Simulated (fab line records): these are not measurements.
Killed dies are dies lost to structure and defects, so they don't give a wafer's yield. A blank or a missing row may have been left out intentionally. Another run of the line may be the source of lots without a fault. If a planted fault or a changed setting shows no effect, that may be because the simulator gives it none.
Which tool was responsible? | flow gf180mcu | 18 wafers from 6 lots sampled at 3 of the route's 602 steps

WHAT EACH GAUGE READ, for each wafer
GF_VT_IMPLANT_TW_MEAS_10.
lot  | measured    | on            | VT_IMPLANT_TW
L602 | day 5 22:36 | film metro-04 | 578 577 577
L604 | day 6 09:53 | film metro-03 | 568 563 565
L606 | day 6 21:28 | film metro-02 | 561 560 562
L608 | day 7 10:55 | film metro-03 | 558 559 560
L613 | day 8 22:08 | film metro-04 | 370 371 372
L615 | day 9 05:31 | film metro-04 | 373 373 372

EACH LOT AND THE TOOL THAT RAN IT (in order: tool; ch and the chambers of the sampled wafers; start)
lot  | GF_STI_CMP_25                | GF_VT_IMPLANT_IMPLANT_08
L602 | cmp-01 ch 1,2,3, day 2 09:10 | implanter-02 ch 0, day 5 22:21
L604 | cmp-01 ch 1,2, day 2 19:31   | implanter-01 ch 0, day 6 09:41
L606 | cmp-02 ch 1,2,3, day 3 04:58 | implanter-02 ch 0, day 6 21:13
L608 | cmp-02 ch 1,2,3, day 3 15:29 | implanter-02 ch 0, day 7 10:40
L613 | cmp-02 ch 0,1, day 4 20:18   | implanter-02 ch 0, day 8 21:56
L615 | cmp-02 ch 1,2, day 5 03:53   | implanter-01 ch 0, day 9 05:16
- GF_STI_CMP_25: polishes, stops on Si3N4, t overpolish 33 s, target thk 524.6 nm.
- GF_VT_IMPLANT_IMPLANT_08

THE ANSWER, worked out from the rows above alone
Rule: what is usual is taken from the lots themselves. Put in order of their means at a reading, lots are off if they are a third of the lots or fewer, leave a main group of 4 or more, and stand apart from it by a gap of 3 or more times the standard deviation of the main group's means; of several such gaps the widest counts. A main group whose means are all the same, to the digits that the tables above print for the reading, isn't used. A lot without any number at a reading at which 4 lots or more have one is off too. Any other lot the step has rows for is counted as sound.
Off: L613, L615, at GF_VT_IMPLANT_TW_MEAS_10 (VT_IMPLANT_TW). Main group: mean 566, sd 7.1.
If a tool, at a process step before that reading, ran all the lots that are off and no sound lot after the first of them, it fits. Gauges at GF_VT_IMPLANT_TW_MEAS_10: tried the same way as those tools. Can't be told from this: 2 tools fit, cmp-02 at GF_STI_CMP_25, film metro-04 at GF_VT_IMPLANT_TW_MEAS_10.

WHAT THE SIMULATOR PUT IN
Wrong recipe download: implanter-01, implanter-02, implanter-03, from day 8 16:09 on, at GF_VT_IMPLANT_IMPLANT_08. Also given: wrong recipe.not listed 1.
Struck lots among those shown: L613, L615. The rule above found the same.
